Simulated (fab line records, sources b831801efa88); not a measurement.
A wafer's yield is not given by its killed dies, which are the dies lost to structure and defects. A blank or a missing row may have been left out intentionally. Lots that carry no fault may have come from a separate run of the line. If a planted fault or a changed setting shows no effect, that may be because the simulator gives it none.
2 desks, one fault ; flow sky130 ; what lay behind the numbers comes last; until then each desk has only its own

== FROM THE METROLOGY DESK ==
Lot by lot, what the gauges showed, no matter which tool ran the lot: averages of those sampled wafers that carry a number. A lot is out of limits, marked OUT, if its mean lies more than 4 standard deviations from the usual mean; the brackets give that distance.
Columns: A = cd nm at SKY_POLY_GATE_CD_MEAS_22, usual 149.4 nm; B = LDD_HVN_TW at SKY_LDD_HVN_TW_MEAS_10, usual 1442
lot;first seen here;A;B
L242;day 16 17:59;148.6;1446
L243;day 16 23:43;150.8;1439
L244;day 17 14:32;146.5;1437
L245;day 18 10:00;150.4;1435
L246;day 18 16:43;150.9;1440
L249;day 19 16:54;148.4;1450
L250;day 19 22:36;149.5;1449
L251;day 20 10:15;150.4;1447
L252;day 21 01:33;148.7;1439
L253;day 21 07:36;150.4;1441
L254;day 21 13:04;149.1;1436
L258;day 23 06:58;150.5;764 (-97) OUT
L265;day 25 20:09;146.4;1446
This desk finds L258 out of limits, with the earliest case on L258 at day 27 06:47 (LDD_HVN_TW at SKY_LDD_HVN_TW_MEAS_10). In limits: L242, L243, L244, L245, L246, L249, L250, L251, L252, L253, L254, L265.

== FOR THE TOOL OWNER'S DESK: plasma asher-04 ==
The tool's own readings at SKY_LDD_P_STRIP_10 (strips in O2/N2): means of the sampled wafers that have a number, for each lot that ran on this tool. A lot is out of limits, marked OUT, if its mean lies more than 4 standard deviations from the usual mean; the brackets give that distance.
Columns: A = drypump motor current A at SKY_LDD_P_STRIP_10, usual 5.9 A; B = oes product au at SKY_LDD_P_STRIP_10, usual 0.716 a.u.; C = strip time to endpoint s at SKY_LDD_P_STRIP_10, usual 14.19 s
lot;first seen here;A;B;C
L242;day 19 10:16;5.8;0.718;14.17
L243;day 19 17:00;5.8;0.717;14.19
L245;day 21 03:44;6.0;0.718;14.24
L250;day 22 17:51;5.9;0.713;14.20
L252;day 23 19:39;6.0;0.716;14.13
L254;day 24 07:30;5.9;0.711;14.20
L258;day 26 01:15;5.9;0.955 (+52) OUT;-
L265;day 28 08:15;5.9;0.719;14.16
This desk finds L258 out of limits, L258 being first, at day 26 01:15 (oes product au at SKY_LDD_P_STRIP_10). In limits: L242, L243, L245, L250, L252, L254, L265.

== TAKEN TOGETHER ==
At day 26 01:15, on L258, the tool owner's desk was in a position to raise an alarm.
An alarm was possible from the metrology desk at day 27 06:47, on L258.
On plasma asher-04, each named lot ran SKY_LDD_P_STRIP_10.

== WHAT THE SIMULATOR HAD PUT IN ==
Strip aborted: plasma asher-04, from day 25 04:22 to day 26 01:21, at SKY_LDD_P_STRIP_10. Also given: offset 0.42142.
Shown lots that were struck: L258.
Hours from the fault's start to each desk's first reading out of limits: the tool owner's desk, 21; the metrology desk, 50.
